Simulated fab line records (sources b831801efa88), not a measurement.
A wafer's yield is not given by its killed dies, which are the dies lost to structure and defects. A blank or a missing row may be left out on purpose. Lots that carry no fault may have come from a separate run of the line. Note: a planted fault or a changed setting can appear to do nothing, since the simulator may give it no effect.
A single fault, viewed from 2 desks + flow sky130 + each desk holds nothing but its own numbers, with what lay behind them at the end

## THE TOOL OWNER'S DESK: plasma asher-02
The tool's own readings at SKY_VT_ADJUST_HVTP_STRIP_10 (strips in O2/N2): means of the sampled wafers that have a number, for each lot that ran on this tool. Marked OUT: a lot whose mean sits more than 4 standard deviations from the usual mean, which makes it out of limits; the brackets give that distance.
Columns: A = chamber pressure mTorr at SKY_VT_ADJUST_HVTP_STRIP_10, usual 1500.0 mTorr; B = drypump motor current A at SKY_VT_ADJUST_HVTP_STRIP_10, usual 5.90 A; C = oes product au at SKY_VT_ADJUST_HVTP_STRIP_10, usual 0.715 a.u.; D = strip time to endpoint s at SKY_VT_ADJUST_HVTP_STRIP_10, usual 14.19 s
| lot  | first seen here | A      | B    | C               | D     |
|------|-----------------|--------|------|-----------------|-------|
| L138 | day 6 10:37     | 1499.4 | 6.09 | 0.717           | 14.14 |
| L139 | day 6 11:11     | 1499.5 | 6.08 | 0.714           | 14.15 |
| L146 | day 8 05:32     | 1500.4 | 5.80 | 0.715           | 14.20 |
| L147 | day 8 11:10     | 1499.3 | 5.81 | 0.944 (+50) OUT | -     |
| L161 | day 12 06:29    | 1499.6 | 6.08 | 0.712           | 14.17 |
This desk's finding: out of limits on L147; first on L147, day 8 11:10 (oes product au at SKY_VT_ADJUST_HVTP_STRIP_10). Within limits: L138, L139, L146, L161.

## FROM THE METROLOGY DESK
Lot by lot, what the gauges showed, no matter which tool ran the lot: averages of those sampled wafers that carry a number. Marked OUT: a lot whose mean sits more than 4 standard deviations from the usual mean, which makes it out of limits; the brackets give that distance.
Columns: A = FIELD_ISO_OXIDATION_00_THK at SKY_FIELD_ISO_THK_MEAS_02, usual 12.25 nm; B = VT_ADJUST_HVTP_OVL at SKY_VT_ADJUST_HVTP_OVL_MEAS_08, usual 0.2 nm; C = VT_ADJUST_LVTN_TW at SKY_VT_ADJUST_LVTN_TW_MEAS_10, usual 241.1
| lot  | first seen here | A     | B    | C              |
|------|-----------------|-------|------|----------------|
| L138 | day 1 19:32     | 12.33 | -1.1 | 240.5          |
| L139 | day 1 19:32     | 12.36 | 1.5  | 240.1          |
| L141 | day 2 05:10     | 12.07 | -0.9 | 246.8          |
| L142 | day 2 07:38     | 12.10 | 0.7  | 240.5          |
| L143 | day 2 13:42     | 12.00 | 0.5  | 238.5          |
| L144 | day 2 17:39     | 12.52 | 0.8  | 245.3          |
| L146 | day 3 03:39     | 12.50 | -0.4 | 244.6          |
| L147 | day 3 09:14     | 12.41 | -0.4 | 30.0 (-70) OUT |
| L149 | day 3 21:27     | 11.91 | 1.3  | 238.4          |
| L152 | day 4 11:25     | 12.34 | -1.7 | 238.9          |
| L157 | day 5 13:28     | 12.35 | -0.3 | 239.5          |
| L160 | day 6 03:17     | 12.09 | 0.8  | 239.3          |
| L161 | day 6 08:11     | 12.34 | -0.6 | 238.2          |
Per this desk, out of limits: L147; the first was L147, day 9 09:09 (VT_ADJUST_LVTN_TW at SKY_VT_ADJUST_LVTN_TW_MEAS_10). Within limits: L138, L139, L141, L142, L143, L144, L146, L149, L152, L157, L160, L161.

## BROUGHT TOGETHER
The tool owner's desk had the chance to raise an alarm at day 8 11:10 on L147.
The metrology desk could have raised an alarm at day 9 09:09, on L147.
Of the lots named, all ran SKY_VT_ADJUST_HVTP_STRIP_10 on plasma asher-02.

## WHAT THE SIMULATOR PUT IN
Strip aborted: plasma asher-02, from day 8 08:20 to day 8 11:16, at SKY_VT_ADJUST_HVTP_STRIP_10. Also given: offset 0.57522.
Shown lots that were struck: L147.
Counting hours from when the fault started, the first reading out of limits came at 3 for the tool owner's desk and at 25 for the metrology desk.
